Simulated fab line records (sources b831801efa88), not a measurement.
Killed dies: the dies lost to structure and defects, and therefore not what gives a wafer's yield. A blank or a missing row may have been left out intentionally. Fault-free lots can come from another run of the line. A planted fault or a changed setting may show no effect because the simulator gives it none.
Matching of chambers + flow sfq_line + cmp-02 running SFQ_TRILAYER_A5B_CMP_CMP_130: 4 sister chambers
The step polishes, stops on Nb, target thk 340.7 nm. 16 wafers are shown with their chamber, then 8 later ones without.

WAFERS PAIRED WITH THEIR CHAMBERS
| wafer  | chamber | motor_current_A (A) | head_pressure_psi (psi) | slurry_flow_ml_min |
|--------|---------|---------------------|-------------------------|--------------------|
| L687.1 | 0       | 11.2                | 3.021                   | 150.2              |
| L687.4 | 2       | 11.3                | 2.997                   | 149.9              |
| L687.6 | 0       | 10.8                | 3.002                   | 150.1              |
| L690.1 | 2       | 11.8                | 3.011                   | 150.2              |
| L690.3 | 1       | 10.4                | 3.000                   | 150.3              |
| L690.4 | 0       | 11.5                | 2.993                   | 150.2              |
| L691.2 | 3       | 10.2                | 2.997                   | 150.3              |
| L691.4 | 1       | 9.6                 | 2.996                   | 149.6              |
| L691.6 | 3       | 10.5                | 2.996                   | 150.1              |
| L694.2 | 3       | 10.4                | 2.997                   | 149.5              |
| L694.4 | 2       | 11.2                | 2.997                   | 150.0              |
| L694.5 | 2       | 11.2                | 3.002                   | 149.6              |
| L695.1 | 2       | 11.1                | 2.995                   | 149.1              |
| L695.2 | 3       | 10.5                | 2.999                   | 150.9              |
| L695.5 | 0       | 11.9                | 3.001                   | 150.2              |
| L699.4 | 3       | 11.1                | 3.001                   | 149.7              |

SIGNATURES (averages over the wafers above)
| reading            | chamber 0 | chamber 1 | chamber 2 | chamber 3 | scatter within a chamber |
|--------------------|-----------|-----------|-----------|-----------|--------------------------|
| motor_current_A    | 11.350    | 10.000    | 11.320    | 10.540    | 0.38                     |
| head_pressure_psi  | 3.00425   | 2.99800   | 3.00040   | 2.99800   | 0.00715                  |
| slurry_flow_ml_min | 150.175   | 149.950   | 149.760   | 150.100   | 0.427                    |
Rule: distance of a wafer from a chamber = root of the sum over the readings of ((wafer's reading minus chamber's mean) / reading's scatter) squared. The wafer belongs to the nearest chamber; if the next one is less than 2 further off, it can't be placed. The scatter: take each reading less its chamber's mean, square it, sum over the shown wafers, divide by the number of wafers less the number of chambers, and take the root.

WAFERS WHOSE CHAMBER IS MISSING
| wafer  | motor_current_A (A) | head_pressure_psi (psi) | slurry_flow_ml_min |
|--------|---------------------|-------------------------|--------------------|
| L699.3 | 10.8                | 2.999                   | 149.7              |
| L699.6 | 11.3                | 3.014                   | 149.6              |
| L708.1 | 10.7                | 2.994                   | 149.6              |
| L708.2 | 11.1                | 2.990                   | 150.5              |
| L708.3 | 10.5                | 2.995                   | 149.4              |
| L709.3 | 10.4                | 3.004                   | 150.5              |
| L709.4 | 11.1                | 3.007                   | 149.6              |
| L709.6 | 11.5                | 2.995                   | 150.6              |

EACH ONE'S CHAMBER
| wafer  | from the rows above               | in truth |
|--------|-----------------------------------|----------|
| L699.3 | can't be placed: 3 or 2 or 0 or 1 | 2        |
| L699.6 | can't be placed: 0 or 2 or 3      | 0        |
| L708.1 | can't be placed: 3 or 2 or 1 or 0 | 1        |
| L708.2 | can't be placed: 3 or 0 or 2 or 1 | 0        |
| L708.3 | can't be placed: 3 or 1 or 2 or 0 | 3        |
| L709.3 | can't be placed: 3 or 1 or 0 or 2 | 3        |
| L709.4 | can't be placed: 2 or 0 or 3      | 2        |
| L709.6 | can't be placed: 0 or 2 or 3      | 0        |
Correct placement for 0 of the 8. Can't be placed from these rows: 8 (the true chamber is among the candidates in 8). Placed wrongly: 0.
